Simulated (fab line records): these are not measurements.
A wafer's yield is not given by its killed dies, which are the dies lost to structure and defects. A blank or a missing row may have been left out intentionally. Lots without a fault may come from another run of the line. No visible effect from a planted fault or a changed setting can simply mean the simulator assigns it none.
A lot that was struck, set against a sound lot | flow sky130 | 18 out of 708 route steps
Sound: the wafers L690.1, L690.3, L690.4. Struck: wafers L704.3, L704.4, L704.6. The cause comes at the end.
Order at every step that has rows: each side's tool, ch and its chambers, its first start. Under that, the readings that differ: sound wafers | struck wafers | difference of the means | sigmas: that difference in standard deviations of wafers without a fault.
alike: a reading whose means differ by less than 2 such deviations, as well as words and numbers matching on both sides. not compared: withheld readings; readings where some wafer has no value; bounds like >300 that might hide an equal value; numbers whose values overlap and for which the record gives no deviation.
The two part at a step that has a row with sigmas, a row that says differs or no value, or rows on one side only. Numbers that have no deviation but don't overlap get no sigmas and don't part them. A reading that every wafer of one side lacks parts them only if that side has two wafers or more.

first, 1 step without rows for these wafers: SKY_VT_ADJUST_PCH_IMPLANT_08.
SKY_VT_ADJUST_PCH_STRIP_09: strips in O2/N2.
  sound on plasma asher-02 ch 0,1, day 10 09:08; struck on plasma asher-02 ch 0,1, day 14 21:49
  alike: drypump motor current A, oes product au, strip time to endpoint s
  not compared: rf hours counter h
SKY_VT_ADJUST_PCH_TW_MEAS_10:
  sound on film metro-03, day 10 09:14; struck on film metro-04, day 14 21:54
  alike: VT_ADJUST_PCH_TW
then, 7 steps without rows for these wafers: SKY_SONOS_TUNNEL_DEHYDRATE_00 (time 60 s); SKY_SONOS_TUNNEL_HMDS_01 (prime time 60 s); SKY_SONOS_TUNNEL_COAT_02 (resist thk 1140 nm); SKY_SONOS_TUNNEL_SOFTBAKE_03 (time 60 s); SKY_SONOS_TUNNEL_EXPOSE_04 (exposes mask TUNM, target cd 410 nm); SKY_SONOS_TUNNEL_PEB_05; SKY_SONOS_TUNNEL_DEVELOP_06 (develop time 60 s).
SKY_SONOS_TUNNEL_CD_MEAS_07: target cd 410 nm.
  sound on cd sem-01, day 11 08:25; struck on cd sem-01, day 16 01:06
  alike: cd nm
SKY_SONOS_TUNNEL_OVL_MEAS_08:
  sound on overlay-02, day 11 08:32; struck on overlay-01, day 16 01:11
  alike: SONOS_TUNNEL_OVL
SKY_SONOS_TUNNEL_IMPLANT_09:
  sound on implanter-03 ch 0, day 11 08:34; struck on implanter-03 ch 0, day 16 01:16
  reading            | sound                         | struck                           | difference  | sigmas
  dose ions cm2      | 9.976e+11 9.994e+11 9.998e+11 | 1.6132e+12 1.6126e+12 1.6119e+12 | +6.1363e+11 | +99 or more
  faraday current uA | 5.69 5.70 5.69                | 9.20 9.03 9.12                   | +3.42       | +31
then, 2 steps without rows for these wafers: SKY_SONOS_TUNNEL_WET_ETCH_10 (etches SiO2 in dHF, target depth 14 nm, time 280 s); SKY_SONOS_TUNNEL_STRIP_11 (strips in SPM, time 600 s).
SKY_SONOS_TUNNEL_TW_MEAS_12:
  sound on film metro-04, day 11 09:00; struck on film metro-04, day 16 01:40
  reading         | sound             | struck            | difference | sigmas
  SONOS_TUNNEL_TW | 198.8 198.0 198.9 | 225.0 225.2 225.1 | +26.5      | +20
then, 1 step without rows for these wafers: SKY_SONOS_TUNNEL_CLEAN_13 (cleans in dHF, time 20 s).
-- here the record skips 33 days between the struck wafers' starts before and after, leaving off in module SONOS_TUNNEL and picking up in module PAD_OPEN (first step shown: number 708 of the route) --
SKY_PAD_OPEN_PROBE_99:
  sound on prober-02, day 46 01:38; struck on prober-02, day 49 01:55
  reading                                 | sound                 | struck                  | difference | sigmas
  model.etest.tip sonos.rs ohm sq         | 2612 2639 2618        | 2805 2866 2857          | +220       |
  model.etest.sonos uncharged.r on ohm um | 791 788.8 826         | 854.4 854.9 850.7       | +51.4      |
  model.etest.sonos baked.vt v (V)        | 1.039 0.9989 0.9548   | 1.077 1.051 1.061       | +0.065     |
  model.etest.sonos uncharged.vt v (V)    | -0.5006 -0.46 -0.3892 | -0.2926 -0.2929 -0.3153 | +0.1497    |
  model.etest.sonos erased.vt v (V)       | -2.265 -2.303 -2.278  | -2.114 -2.062 -2.021    | +0.216     |
  alike: killed_at_M0_to_M3, killed_at_M4_up, killed at contacts, killed at front end, killed at other, killed dies, killed open, killed short
  not compared: model.etest.sonos programmed.vt v

## WHERE THEY PART
Last at SKY_SONOS_TUNNEL_TW_MEAS_12 as far as this record goes, first at SKY_SONOS_TUNNEL_IMPLANT_09. Later steps at which nothing parts them and some readings are alike: SKY_PAD_OPEN_PROBE_99.

WHY: what the simulator had put in
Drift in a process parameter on implanter-03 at SKY_SONOS_TUNNEL_IMPLANT_09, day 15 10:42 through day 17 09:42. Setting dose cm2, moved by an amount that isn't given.
